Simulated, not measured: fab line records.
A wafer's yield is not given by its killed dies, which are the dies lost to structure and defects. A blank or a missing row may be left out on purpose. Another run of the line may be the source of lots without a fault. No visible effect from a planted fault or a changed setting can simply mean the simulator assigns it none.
fab line records	flow sky130	part 1 of 2: steps 1 to 32 of 46
record: lots: 5	wafers: 15	last-day: 49
route steps=708 shown SD_P@327 RES_XHIGH@332 SD_N@342 SALICIDE@361 LI_CONTACT@362
lots untouched by any fault: they come from a run of this same line in which no faults occurred
start-h: hours from the record's opening day to when the first of the lot's shown wafers began	wait-h: hours since the lot's step before	" repeats the value in the row above	L1.1+2: a row that stands for several wafers	- no value present, or no start provided	* or withheld: withheld	< > ~ a bound
route shown NAME@n: a module of which the file shows steps, and the number in the route of the first	usual: average and standard deviation across the fault-free wafers	same: alike in all rows	chamber/n: place in a boat	sites: each site's reading	_std_site: their standard deviation	_edge_site: the outer-site mean with the inner-site mean subtracted	radius-mm: for every site, how far away it sits from the centre of the wafer	mask NAME#n: copy n	behind: the tool/chamber that last shaped the wafer	hold: reason for holding the lot/hours on hold/outcome of the hold	device: which transistor (n, p or np) failed to switch	end of line: at the end of the route, the tests of the same wafers	a step without rows: its recipe alone	killed: count of dies lost to structure and defects at first sort (not the wafer's yield)	map: dies across one wafer; x = killed, . = not, _ = none there
set.NAME: setting as actually run; set.NAME@STEP: the setting as run at that earlier step	model.NAME: the simulator's own value behind a step, which no gauge read
certain route steps with their lots: each step a table, each wafer a row
services: when a tool's chamber went out of use (start-h, in hours from the record's first day, below 0 if earlier), for how many hours, and the reason
== steps ==
step: SKY_SD_P_CD_MEAS_07
recipe: target-cd-nm: 380
usual: cd-nm: 380.1/2.3
lot.wafer	tool	chamber	start-h	wait-h	cd-nm
L075.1	cd-sem-01	-	594.97	0.1	383.6
L075.2	"	-	"	"	381.7
L075.4	"	-	"	"	380.5
L082.2	cd-sem-02	-	678.65	0.1	381.0
L082.3	"	-	"	"	377.3
L082.4	"	-	"	"	382.3
L087.3	cd-sem-02	-	701.97	0.1	384.2
L087.4	"	-	"	"	383.7
L087.5	"	-	"	"	384.5
L088.1	cd-sem-02	-	721.28	0.1	378.3
L088.3	"	-	"	"	377.4
L088.4	"	-	"	"	379.3
L093.2	cd-sem-01	-	758.10	0.1	379.8
L093.3	"	-	"	"	377.3
L093.6	"	-	"	"	378.7
step: SKY_SD_P_OVL_MEAS_08
usual: SD_P_OVL: 1.2/1.3
lot.wafer	tool	chamber	start-h	wait-h	SD_P_OVL[nm]
L075.1	overlay-02	-	595.09	0.1	0.3
L075.2	"	-	"	"	1.5
L075.4	"	-	"	"	1.3
L082.2	overlay-02	-	678.76	0.1	1.1
L082.3	"	-	"	"	1.4
L082.4	"	-	"	"	1.3
L087.3	overlay-01	-	706.63	4.6	2.8
L087.4	"	-	"	"	2.6
L087.5	"	-	"	"	2.8
L088.1	overlay-02	-	721.40	0.1	0.5
L088.3	"	-	"	"	0.6
L088.4	"	-	"	"	0.3
L093.2	overlay-01	-	758.21	0.1	1.3
L093.3	"	-	"	"	1.3
L093.6	"	-	"	"	1.1
step: SKY_SD_P_IMPLANT_09
recipe: species: BF2	energy-kev: 20	dose-cm2: 3e+15	tilt-deg: 0
usual: faraday-current-uA: 12447/820
lot.wafer	tool	chamber	start-h	wait-h	faraday-current-uA
L075.1	implanter-03	0	595.13	0.0	12484
L075.2	"	0	"	"	12328
L075.4	"	0	"	"	12201
L082.2	implanter-03	0	678.81	0.0	12389
L082.3	"	0	"	"	11978
L082.4	"	0	"	"	12385
L087.3	implanter-03	0	707.37	0.7	11685
L087.4	"	0	"	"	12609
L087.5	"	0	"	"	12079
L088.1	implanter-01	0	721.44	0.0	12265
L088.3	"	0	"	"	11963
L088.4	"	0	"	"	12133
L093.2	implanter-03	0	758.26	0.0	12028
L093.3	"	0	"	"	12179
L093.6	"	0	"	"	12163
step: SKY_SD_P_STRIP_10
recipe: chemistry: O2/N2	power-w: 1400	pressure-mtorr: 1500	platen-temp-c: withheld	o2-flow-sccm: 3000	n2-flow-sccm: 300	overash-fraction: 0.5
usual: drypump-motor-current-A: 5.5/0.57	oes-product-au: 0.618/0.0045	strip-time-to-endpoint-s: 17.49/0.033
same: overash-fraction: 0.5
lot.wafer	tool	chamber	start-h	wait-h	drypump-motor-current-A	oes-product-au	rf-hours-counter-h	strip-time-to-endpoint-s
L075.1	plasma-asher-01	0	595.28	0.1	4.9	0.621	92	17.50
L075.2	"	1	"	"	5.6	0.621	92	17.46
L075.4	"	0	"	"	5.0	0.620	-	17.45
L082.2	plasma-asher-01	0	678.94	0.1	4.9	0.617	101	17.52
L082.3	"	1	"	"	5.7	0.625	-	17.50
L082.4	"	0	"	"	4.9	0.611	-	17.50
L087.3	plasma-asher-04	0	707.51	0.1	5.6	0.623	-	17.49
L087.4	"	1	"	"	5.2	0.625	-	17.53
L087.5	"	0	"	"	5.6	0.617	-	17.48
L088.1	plasma-asher-02	0	721.59	0.1	6.8	0.622	25	17.48
L088.3	"	0	"	"	6.7	0.617	-	17.48
L088.4	"	1	"	"	5.3	0.618	-	17.45
L093.2	plasma-asher-02	1	758.39	0.1	5.3	0.617	29	17.45
L093.3	"	0	"	"	6.8	0.621	-	17.46
L093.6	"	1	"	"	5.3	0.612	-	17.44
step: SKY_SD_P_TW_MEAS_11
usual: SD_P_TW: 2820/30
lot.wafer	tool	chamber	start-h	wait-h	SD_P_TW
L075.1	film-metro-01	-	595.38	0.1	2846
L075.2	"	-	"	"	2844
L075.4	"	-	"	"	2843
L082.2	film-metro-03	-	679.05	0.1	2812
L082.3	"	-	"	"	2798
L082.4	"	-	"	"	2795
L087.3	film-metro-03	-	707.59	0.1	2806
L087.4	"	-	"	"	2802
L087.5	"	-	"	"	2811
L088.1	film-metro-04	-	721.69	0.1	2867
L088.3	"	-	"	"	2868
L088.4	"	-	"	"	2887
L093.2	film-metro-01	-	758.50	0.1	2788
L093.3	"	-	"	"	2810
L093.6	"	-	"	"	2795
step: SKY_RES_XHIGH_DEHYDRATE_00
recipe: temp-c: 200	time-s: 60
same: time-s: 60
lot.wafer	tool	chamber	start-h	wait-h
L075.1+2+4	litho-track-04	0	609.27	13.9
L082.2+3+4	litho-track-02	0	692.10	13.0
L087.3+4+5	litho-track-04	0	712.77	5.2
L088.1+3+4	litho-track-02	0	734.57	12.9
L093.2+3+6	litho-track-02	0	769.75	11.2
step: SKY_RES_XHIGH_HMDS_01
recipe: prime-time-s: 60	prime-temp-c: 120
lot.wafer	tool	chamber	start-h	wait-h
L075.1+2+4	litho-track-04	0	609.42	0.1
L082.2+3+4	litho-track-02	0	692.25	0.1
L087.3+4+5	litho-track-04	0	712.92	0.1
L088.1+3+4	litho-track-02	0	734.72	0.1
L093.2+3+6	litho-track-02	0	769.90	0.1
step: SKY_RES_XHIGH_COAT_02
recipe: resist: NOVOLAK	spin-rpm: 3000	resist-thk-nm: 1140
lot.wafer	tool	chamber	start-h	wait-h
L075.1+2+4	litho-track-04	0	609.57	0.1
L082.2+3+4	litho-track-02	0	692.40	0.1
L087.3+4+5	litho-track-04	0	713.07	0.1
L088.1+3+4	litho-track-02	0	734.87	0.1
L093.2+3+6	litho-track-02	0	770.05	0.1
step: SKY_RES_XHIGH_SOFTBAKE_03
recipe: temp-c: 90	time-s: 60	resist: NOVOLAK
same: time-s: 60
lot.wafer	tool	chamber	start-h	wait-h
L075.1+2+4	litho-track-04	0	609.72	0.1
L082.2+3+4	litho-track-02	0	692.55	0.1
L087.3+4+5	litho-track-04	0	713.22	0.1
L088.1+3+4	litho-track-02	0	735.02	0.1
L093.2+3+6	litho-track-02	0	770.20	0.1
step: SKY_RES_XHIGH_EXPOSE_04
recipe: mask-id: URPM	na: 0.6	source-shape: conventional	sigma-outer: 0.6	polarization: unpolarized	target-cd-nm: 1270	dose-mj: 140
lot.wafer	tool	chamber	start-h	wait-h	mask
L075.1+2+4	iline-stepper-01	0	-	-	URPM#0
L082.2+3+4	iline-stepper-02	0	-	-	URPM#0
L087.3+4+5	iline-stepper-02	0	-	-	URPM#0
L088.1+3+4	iline-stepper-01	0	-	-	URPM#0
L093.2+3+6	iline-stepper-02	0	-	-	URPM#0
step: SKY_RES_XHIGH_PEB_05
recipe: temp-c: withheld	time-s: *	resist: NOVOLAK
same: time-s: *
lot.wafer	tool	chamber	start-h	wait-h
L075.1+2+4	litho-track-03	0	-	-
L082.2+3+4	litho-track-03	0	-	-
L087.3+4+5	litho-track-02	0	-	-
L088.1+3+4	litho-track-03	0	-	-
L093.2+3+6	litho-track-04	0	-	-
step: SKY_RES_XHIGH_DEVELOP_06
recipe: resist: NOVOLAK	developer: TMAH	develop-time-s: 60	dev-temp-c: 23
lot.wafer	tool	chamber	start-h	wait-h
L075.1+2+4	litho-track-03	0	623.52	0.1
L082.2+3+4	litho-track-03	0	704.39	0.1
L087.3+4+5	litho-track-02	0	728.77	0.1
L088.1+3+4	litho-track-03	0	747.82	0.1
L093.2+3+6	litho-track-04	0	784.79	0.1
step: SKY_RES_XHIGH_IMPLANT_07
recipe: species: BF2	energy-kev: 20	dose-cm2: 3.6e+14	tilt-deg: 0
usual: faraday-current-uA: 535/13
lot.wafer	tool	chamber	start-h	wait-h	faraday-current-uA
L075.1	implanter-03	0	623.67	0.1	548
L075.2	"	0	"	"	514
L075.4	"	0	"	"	540
L082.2	implanter-01	0	704.54	0.1	531
L082.3	"	0	"	"	537
L082.4	"	0	"	"	521
L087.3	implanter-03	0	728.92	0.1	528
L087.4	"	0	"	"	537
L087.5	"	0	"	"	549
L088.1	implanter-03	0	747.97	0.1	523
L088.3	"	0	"	"	541
L088.4	"	0	"	"	524
L093.2	implanter-01	0	784.94	0.1	524
L093.3	"	0	"	"	533
L093.6	"	0	"	"	503
step: SKY_RES_XHIGH_STRIP_08
recipe: chemistry: O2/N2	power-w: 1400	pressure-mtorr: 1500	platen-temp-c: withheld	o2-flow-sccm: 3000	n2-flow-sccm: 300	overash-fraction: 0.5
usual: drypump-motor-current-A: 5.5/0.59	oes-product-au: 0.711/0.0048	strip-time-to-endpoint-s: 14.29/0.042
same: overash-fraction: 0.5
lot.wafer	tool	chamber	start-h	wait-h	drypump-motor-current-A	oes-product-au	rf-hours-counter-h	strip-time-to-endpoint-s
L075.1	plasma-asher-03	0	623.82	0.1	5.0	0.703	52	14.30
L075.2	"	1	"	"	5.9	0.710	52	14.37
L075.4	"	0	"	"	5.0	0.707	-	14.33
L082.2	plasma-asher-01	0	704.67	0.1	4.9	0.707	102	14.28
L082.3	"	0	"	"	4.9	0.712	-	14.26
L082.4	"	1	"	"	5.7	0.715	-	14.27
L087.3	plasma-asher-01	1	729.06	0.1	5.6	0.712	-	14.33
L087.4	"	0	"	"	4.9	0.706	-	14.28
L087.5	"	1	"	"	5.6	0.708	-	14.24
L088.1	plasma-asher-02	1	748.12	0.1	5.3	0.710	28	14.31
L088.3	"	1	"	"	5.3	0.710	-	14.31
L088.4	"	0	"	"	6.8	0.710	-	14.29
L093.2	plasma-asher-03	0	785.07	0.1	5.0	0.713	69	14.32
L093.3	"	1	"	"	5.9	0.712	-	14.29
L093.6	"	1	"	"	5.9	0.710	-	14.31
step: SKY_RES_XHIGH_TW_MEAS_09
usual: RES_XHIGH_TW: 1639/15
lot.wafer	tool	chamber	start-h	wait-h	RES_XHIGH_TW
L075.1	film-metro-01	-	623.92	0.1	1650
L075.2	"	-	"	"	1640
L075.4	"	-	"	"	1656
L082.2	film-metro-01	-	704.78	0.1	1634
L082.3	"	-	"	"	1633
L082.4	"	-	"	"	1627
L087.3	film-metro-03	-	729.14	0.1	1625
L087.4	"	-	"	"	1632
L087.5	"	-	"	"	1629
L088.1	film-metro-03	-	748.22	0.1	1624
L088.3	"	-	"	"	1619
L088.4	"	-	"	"	1625
L093.2	film-metro-01	-	785.18	0.1	1629
L093.3	"	-	"	"	1640
L093.6	"	-	"	"	1645
step: SKY_SD_N_DEHYDRATE_00
recipe: temp-c: 200	time-s: 60
same: time-s: 60
lot.wafer	tool	chamber	start-h	wait-h
L075.1+2+4	litho-track-02	0	637.62	13.7
L082.2+3+4	litho-track-01	0	708.71	3.9
L087.3+4+5	litho-track-02	0	740.52	11.4
L088.1+3+4	litho-track-02	0	761.82	13.6
L093.2+3+6	litho-track-02	0	796.70	11.5
step: SKY_SD_N_HMDS_01
recipe: prime-time-s: 60	prime-temp-c: 120
lot.wafer	tool	chamber	start-h	wait-h
L075.1+2+4	litho-track-02	0	637.77	0.1
L082.2+3+4	litho-track-01	0	708.86	0.1
L087.3+4+5	litho-track-02	0	740.67	0.1
L088.1+3+4	litho-track-02	0	761.97	0.1
L093.2+3+6	litho-track-02	0	796.85	0.1
step: SKY_SD_N_COAT_02
recipe: resist: NOVOLAK	spin-rpm: 3000	resist-thk-nm: 1140
lot.wafer	tool	chamber	start-h	wait-h
L075.1+2+4	litho-track-02	0	637.92	0.1
L082.2+3+4	litho-track-01	0	709.01	0.1
L087.3+4+5	litho-track-02	0	740.82	0.1
L088.1+3+4	litho-track-02	0	762.12	0.1
L093.2+3+6	litho-track-02	0	797.00	0.1
step: SKY_SD_N_SOFTBAKE_03
recipe: temp-c: 90.65	time-s: 60	resist: NOVOLAK
same: time-s: 60
lot.wafer	tool	chamber	start-h	wait-h
L075.1+2+4	litho-track-02	0	638.07	0.1
L082.2+3+4	litho-track-01	0	709.16	0.1
L087.3+4+5	litho-track-02	0	740.97	0.1
L088.1+3+4	litho-track-02	0	762.27	0.1
L093.2+3+6	litho-track-02	0	797.15	0.1
step: SKY_SD_N_EXPOSE_04
recipe: mask-id: NSDM	na: 0.6	source-shape: conventional	sigma-outer: 0.6	polarization: unpolarized	target-cd-nm: 380	dose-mj: 141
lot.wafer	tool	chamber	start-h	wait-h	mask
L075.1+2+4	iline-stepper-02	0	-	-	NSDM#0
L082.2+3+4	iline-stepper-01	0	-	-	NSDM#0
L087.3+4+5	iline-stepper-02	0	-	-	NSDM#0
L088.1+3+4	iline-stepper-02	0	-	-	NSDM#0
L093.2+3+6	iline-stepper-01	0	-	-	NSDM#0
step: SKY_SD_N_PEB_05
recipe: temp-c: withheld	time-s: *	resist: NOVOLAK
same: time-s: *
lot.wafer	tool	chamber	start-h	wait-h
L075.1+2+4	litho-track-01	0	-	-
L082.2+3+4	litho-track-01	0	-	-
L087.3+4+5	litho-track-02	0	-	-
L088.1+3+4	litho-track-04	0	-	-
L093.2+3+6	litho-track-02	0	-	-
step: SKY_SD_N_DEVELOP_06
recipe: resist: NOVOLAK	developer: TMAH	develop-time-s: 60	dev-temp-c: 23
lot.wafer	tool	chamber	start-h	wait-h
L075.1+2+4	litho-track-01	0	651.78	0.1
L082.2+3+4	litho-track-01	0	718.46	0.1
L087.3+4+5	litho-track-02	0	755.97	0.1
L088.1+3+4	litho-track-04	0	773.67	0.1
L093.2+3+6	litho-track-02	0	811.50	0.1
step: SKY_SD_N_CD_MEAS_07
recipe: target-cd-nm: 380
usual: cd-nm: 379.9/2.8
lot.wafer	tool	chamber	start-h	wait-h	cd-nm
L075.1	cd-sem-01	-	651.93	0.1	378.3
L075.2	"	-	"	"	379.6
L075.4	"	-	"	"	377.8
L082.2	cd-sem-02	-	718.60	0.1	382.2
L082.3	"	-	"	"	382.5
L082.4	"	-	"	"	384.7
L087.3	cd-sem-01	-	756.11	0.1	383.2
L087.4	"	-	"	"	380.7
L087.5	"	-	"	"	381.0
L088.1	cd-sem-02	-	773.94	0.2	382.9
L088.3	"	-	"	"	380.0
L088.4	"	-	"	"	382.5
L093.2	cd-sem-01	-	811.64	0.1	382.9
L093.3	"	-	"	"	384.1
L093.6	"	-	"	"	384.2
step: SKY_SD_N_OVL_MEAS_08
usual: SD_N_OVL: 0.4/1.2
lot.wafer	tool	chamber	start-h	wait-h	SD_N_OVL[nm]
L075.1	overlay-02	-	652.05	0.1	1.4
L075.2	"	-	"	"	1.0
L075.4	"	-	"	"	0.1
L082.2	overlay-01	-	718.71	0.1	-0.6
L082.3	"	-	"	"	-0.3
L082.4	"	-	"	"	0.0
L087.3	overlay-02	-	756.21	0.1	2.0
L087.4	"	-	"	"	-0.1
L087.5	"	-	"	"	1.3
L088.1	overlay-01	-	774.06	0.1	0.5
L088.3	"	-	"	"	-0.4
L088.4	"	-	"	"	-1.3
L093.2	overlay-01	-	811.75	0.1	-0.5
L093.3	"	-	"	"	-0.6
L093.6	"	-	"	"	-1.3
step: SKY_SD_N_IMPLANT_09
recipe: species: As	energy-kev: 50	dose-cm2: 4e+15	tilt-deg: 0
usual: faraday-current-uA: 13074/940
lot.wafer	tool	chamber	start-h	wait-h	faraday-current-uA
L075.1	implanter-03	0	652.09	0.0	12512
L075.2	"	0	"	"	12250
L075.4	"	0	"	"	12371
L082.2	implanter-03	0	718.76	0.0	12827
L082.3	"	0	"	"	12546
L082.4	"	0	"	"	12507
L087.3	implanter-04	0	756.28	0.1	13850
L087.4	"	0	"	"	13943
L087.5	"	0	"	"	14100
L088.1	implanter-03	0	774.10	0.0	12317
L088.3	"	0	"	"	12413
L088.4	"	0	"	"	12223
L093.2	implanter-03	0	811.80	0.0	12822
L093.3	"	0	"	"	12268
L093.6	"	0	"	"	12533
step: SKY_SD_N_IMPLANT_10
recipe: species: P	energy-kev: 20	dose-cm2: 1e+14	tilt-deg: 0
usual: faraday-current-uA: 550/18
lot.wafer	tool	chamber	start-h	wait-h	faraday-current-uA
L075.1	implanter-03	0	652.24	0.1	554
L075.2	"	0	"	"	532
L075.4	"	0	"	"	542
L082.2	implanter-03	0	718.91	0.1	548
L082.3	"	0	"	"	538
L082.4	"	0	"	"	535
L087.3	implanter-04	0	756.43	0.1	561
L087.4	"	0	"	"	561
L087.5	"	0	"	"	568
L088.1	implanter-03	0	774.25	0.1	545
L088.3	"	0	"	"	541
L088.4	"	0	"	"	530
L093.2	implanter-03	0	811.95	0.1	560
L093.3	"	0	"	"	545
L093.6	"	0	"	"	534
step: SKY_SD_N_STRIP_11
recipe: chemistry: O2/N2	power-w: 1400	pressure-mtorr: 1500	platen-temp-c: withheld	o2-flow-sccm: 3000	n2-flow-sccm: 300	overash-fraction: 0.5
usual: drypump-motor-current-A: 5.7/0.65	oes-product-au: 0.527/0.0044	strip-time-to-endpoint-s: 22.54/0.039
same: overash-fraction: 0.5
lot.wafer	tool	chamber	start-h	wait-h	drypump-motor-current-A	oes-product-au	rf-hours-counter-h	strip-time-to-endpoint-s
L075.1	plasma-asher-02	0	652.39	0.1	6.8	0.523	18	22.57
L075.2	"	1	"	"	5.3	0.527	18	22.51
L075.4	"	0	"	"	6.8	0.522	-	22.51
L082.2	plasma-asher-04	0	719.04	0.1	5.6	0.520	88	22.58
L082.3	"	0	"	"	5.6	0.527	-	22.58
L082.4	"	1	"	"	5.2	0.530	-	22.56
L087.3	plasma-asher-02	0	756.56	0.1	6.8	0.521	-	22.49
L087.4	"	1	"	"	5.3	0.538	-	22.51
L087.5	"	1	"	"	5.3	0.519	-	22.53
L088.1	plasma-asher-02	1	774.40	0.1	5.3	0.525	31	22.55
L088.3	"	0	"	"	6.8	0.524	-	22.63
L088.4	"	1	"	"	5.3	0.527	-	22.57
L093.2	plasma-asher-02	1	812.08	0.1	5.3	0.527	34	22.53
L093.3	"	0	"	"	6.8	0.524	-	22.57
L093.6	"	0	"	"	6.8	0.527	-	22.54
step: SKY_SD_N_TW_MEAS_12
usual: SD_N_TW: 3973/38
lot.wafer	tool	chamber	start-h	wait-h	SD_N_TW
L075.1	film-metro-01	-	652.49	0.1	3991
L075.2	"	-	"	"	3993
L075.4	"	-	"	"	4003
L082.2	film-metro-03	-	719.15	0.1	3936
L082.3	"	-	"	"	3967
L082.4	"	-	"	"	3952
L087.3	film-metro-03	-	756.65	0.1	3948
L087.4	"	-	"	"	3958
L087.5	"	-	"	"	3961
L088.1	film-metro-04	-	774.50	0.1	4028
L088.3	"	-	"	"	4041
L088.4	"	-	"	"	4034
L093.2	film-metro-04	-	812.19	0.1	3992
L093.3	"	-	"	"	3995
L093.6	"	-	"	"	4001
step: SKY_SD_N_CLEAN_13
recipe: chemistry: SC1/SC2	mix: 1:4:20	temp-c: 70	time-s: 150	dry: n2-spin
same: time-s: 150
lot.wafer	tool	chamber	start-h	wait-h
L075.1+2+4	wet-bench-03	1	652.55	0.1
L082.2+3+4	wet-bench-02	3	719.20	0.0
L087.3+4+5	wet-bench-01	2	756.69	0.0
L088.1+3+4	wet-bench-01	1	774.56	0.1
L093.2+3+6	wet-bench-02	3	812.24	0.0
step: SKY_SD_N_RTA_14
recipe: temp-c: 1075	time-s: 2	idle-temp-c: 650	ramp-up-c-per-s: 150	ramp-down-c-per-s: 90	ambient: N2
usual: lamp-power-pct: 15.74/0.057	ramp-up-c-per-s: 150.00/0.025	wafer_temp_C_max: 1078.0/1.3
same: time-s: 2
lot.wafer	tool	chamber	start-h	wait-h	lamp-power-pct	ramp-up-c-per-s	wafer_temp_C_max
L075.1	rtp-anneal-01	0	652.60	0.0	15.82	150.01	1077.8
L075.2	"	0	"	"	15.69	149.99	1076.5
L075.4	"	0	"	"	15.75	149.99	1077.6
L082.2	rtp-anneal-02	0	719.26	0.0	15.75	149.99	1078.8
L082.3	"	0	"	"	15.74	150.03	1079.5
L082.4	"	0	"	"	15.74	149.97	1076.3
L087.3	rtp-anneal-01	0	756.76	0.0	15.68	149.97	1077.6
L087.4	"	0	"	"	15.80	150.02	1076.8
L087.5	"	0	"	"	15.82	150.01	1077.1
L088.1	rtp-anneal-02	0	774.61	0.0	15.68	149.98	1076.3
L088.3	"	0	"	"	15.69	149.96	1077.1
L088.4	"	0	"	"	15.77	150.00	1078.7
L093.2	rtp-anneal-01	0	812.30	0.0	15.72	150.01	1077.7
L093.3	"	0	"	"	15.72	150.00	1076.2
L093.6	"	0	"	"	15.68	150.01	1077.4
step: SKY_SD_N_RS_MEAS_16
recipe: thk-meas-gauge: four-point-probe
usual: SD_N_RS: 68.55/0.11
lot.wafer	tool	chamber	start-h	wait-h	SD_N_RS[ohm/sq]
L075.1	film-metro-03	-	652.77	0.1	68.62
L075.2	"	-	"	"	68.88
L075.4	"	-	"	"	68.62
L082.2	film-metro-01	-	719.44	0.1	68.42
L082.3	"	-	"	"	68.47
L082.4	"	-	"	"	68.45
L087.3	film-metro-01	-	756.96	0.1	68.49
L087.4	"	-	"	"	68.50
L087.5	"	-	"	"	68.60
L088.1	film-metro-03	-	774.78	0.1	68.40
L088.3	"	-	"	"	68.57
L088.4	"	-	"	"	68.54
L093.2	film-metro-03	-	812.49	0.1	68.62
L093.3	"	-	"	"	68.63
L093.6	"	-	"	"	68.65
step: SKY_SD_N_RS_MEAS_17
recipe: thk-meas-gauge: four-point-probe
usual: SD_P_RS: 147.0/0.32
lot.wafer	tool	chamber	start-h	wait-h	SD_P_RS[ohm/sq]
L075.1	film-metro-03	-	652.89	0.1	147.2
L075.2	"	-	"	"	147.4
L075.4	"	-	"	"	147.0
L082.2	film-metro-01	-	719.56	0.1	147.0
L082.3	"	-	"	"	147.0
L082.4	"	-	"	"	146.8
L087.3	film-metro-01	-	757.08	0.1	147.3
L087.4	"	-	"	"	147.5
L087.5	"	-	"	"	146.9
L088.1	film-metro-03	-	774.90	0.1	147.2
L088.3	"	-	"	"	147.0
L088.4	"	-	"	"	146.8
L093.2	film-metro-03	-	812.61	0.1	147.0
L093.3	"	-	"	"	147.0
L093.6	"	-	"	"	147.1
